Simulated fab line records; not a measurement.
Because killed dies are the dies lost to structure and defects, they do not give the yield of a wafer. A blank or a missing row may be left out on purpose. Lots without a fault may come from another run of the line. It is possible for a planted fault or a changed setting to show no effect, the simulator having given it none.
Split-lot trial | flow gf180mcu | on a route of 602 steps: 5 lots, 23 wafers read

ON THE SPLIT
At GF_CONTACT_PEB_12 (peb time 90 s), the setting pebTempC was moved away from the recipe's 135 C on 11 of the 23 wafers read, by -1.9% to +1.7%. This setting was run at the recipe's value on the other wafers.

SPLIT TO READING: what lies between them in the file, 1 step
- GF_CONTACT_DEVELOP_13: develop time 60 s

THE READING
cdNm, in nm, at GF_CONTACT_CD_MEAS_14 (target cd 220 nm). Fault-free wafers of this fab line usually give 220.3 nm, standard deviation 1.7 nm.

wafer  | tool, chamber at the split | pebTempC as run, C | against the recipe | cdNm, nm | against lot-mates on the recipe
L077.1 | lithoTrack-03, 0           | 135                | recipe             | 223.1    | -
L077.2 | lithoTrack-03, 0           | 135                | recipe             | 223.8    | -
L077.4 | lithoTrack-03, 0           | 132.4              | -1.9%              | 213.9    | -9.5
L077.5 | lithoTrack-03, 0           | 132.4              | -1.9%              | 215.0    | -8.4
L077.6 | lithoTrack-03, 0           | 132.4              | -1.9%              | 214.7    | -8.8
L079.1 | lithoTrack-03, 0           | 135                | recipe             | 220.5    | -
L079.2 | lithoTrack-03, 0           | 137.3              | +1.7%              | 226.1    | +5.2
L079.3 | lithoTrack-03, 0           | 137.3              | +1.7%              | 226.2    | +5.2
L079.4 | lithoTrack-03, 0           | 137.3              | +1.7%              | 226.4    | +5.5
L079.5 | lithoTrack-03, 0           | 135                | recipe             | 221.4    | -
L080.2 | lithoTrack-03, 0           | 135                | recipe             | 219.3    | -
L080.3 | lithoTrack-03, 0           | 133.4              | -1.2%              | 213.0    | -6.4
L080.4 | lithoTrack-03, 0           | 133.4              | -1.2%              | 213.3    | -6.1
L080.5 | lithoTrack-03, 0           | 135                | recipe             | 220.0    | -
L080.6 | lithoTrack-03, 0           | 135                | recipe             | 218.9    | -
L081.1 | lithoTrack-04, 0           | 136.9              | +1.4%              | 227.3    | +6.4
L081.2 | lithoTrack-04, 0           | 135                | recipe             | 220.8    | -
L081.3 | lithoTrack-04, 0           | 136.9              | +1.4%              | 226.9    | +6.0
L081.4 | lithoTrack-04, 0           | 136.9              | +1.4%              | 225.6    | +4.7
L081.5 | lithoTrack-04, 0           | 135                | recipe             | 221.0    | -
L082.2 | lithoTrack-01, 0           | 135                | recipe             | 219.5    | -
L082.5 | lithoTrack-01, 0           | 135                | recipe             | 218.7    | -
L082.6 | lithoTrack-01, 0           | 135                | recipe             | 219.3    | -

THE FIT
A straight line over all 23 wafers: cdNm changes by +3.74 nm for each +1% of pebTempC; r = +0.94; the points scatter about the line by 1.6 nm.
The same after taking each lot's own level away (the mean of its wafers on the recipe; 23 wafers): +4.13 nm for each +1%; r = +0.99; scatter 0.82 nm.
On that fit, the largest move of pebTempC shifts the reading by 7.9 nm.
The span of the lots' own levels, 219.17 to 223.45 nm, comes to 2.5 times the standard deviation stated above.
The two slopes agree, so the slope changes little with the lot-to-lot level.
Check: -8.19 nm against its lot-mates is what the line predicts for one of the wafers moved furthest among these (-1.9%) when that wafer is left out of the fit. It came out at -9.55 nm against them.

OTHER SPLITS APPLIED TO THESE WAFERS
These wafers also went through other splits before the reading. Each is held against what the fit with the lots' levels taken away leaves over:
other split on the same wafers | wafers away from the commonest value | r with cdNm (lot level and that fit taken away)
GF_NSD_COAT_02 spinRpm         | 6                                    | +0.26
GF_PSD_IMPLANT_09 energyKev    | 8                                    | +0.17
GF_SAB_COAT_04 spinRpm         | 6                                    | -0.57
GF_SAB_DEVELOP_08 devTempC     | 6                                    | +0.52
GF_SALICIDE_SPUTTER_03 timeS   | 8                                    | -0.03

THE WHOLE CHAIN: every reading that the file lists as answering this split, in the file's order
step                  | what it does                                                   | reading                                                       | change (the file's fit)              | r (the file's)
GF_CONTACT_CD_MEAS_14 | target cd 220 nm                                               | cdNm                                                          | +4.16 nm for each +1% of the setting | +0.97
GF_CONTACT_ETCH_16    | etches BARC in N2/H2                                           | CONTACT.cdNm (the simulator's own value, which no gauge read) | +4.25 nm for each +1% of the setting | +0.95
GF_CONTACT_ETCH_17    | etches SiO2 in C4F8/O2/Ar, stops on CoSi2, target depth 860 nm | CONTACT.cdNm (the simulator's own value, which no gauge read) | +4.32 nm for each +1% of the setting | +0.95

THE FILE'S OWN FIT
cdNm changes by +4.16 nm for each +1% of pebTempC, r = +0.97.
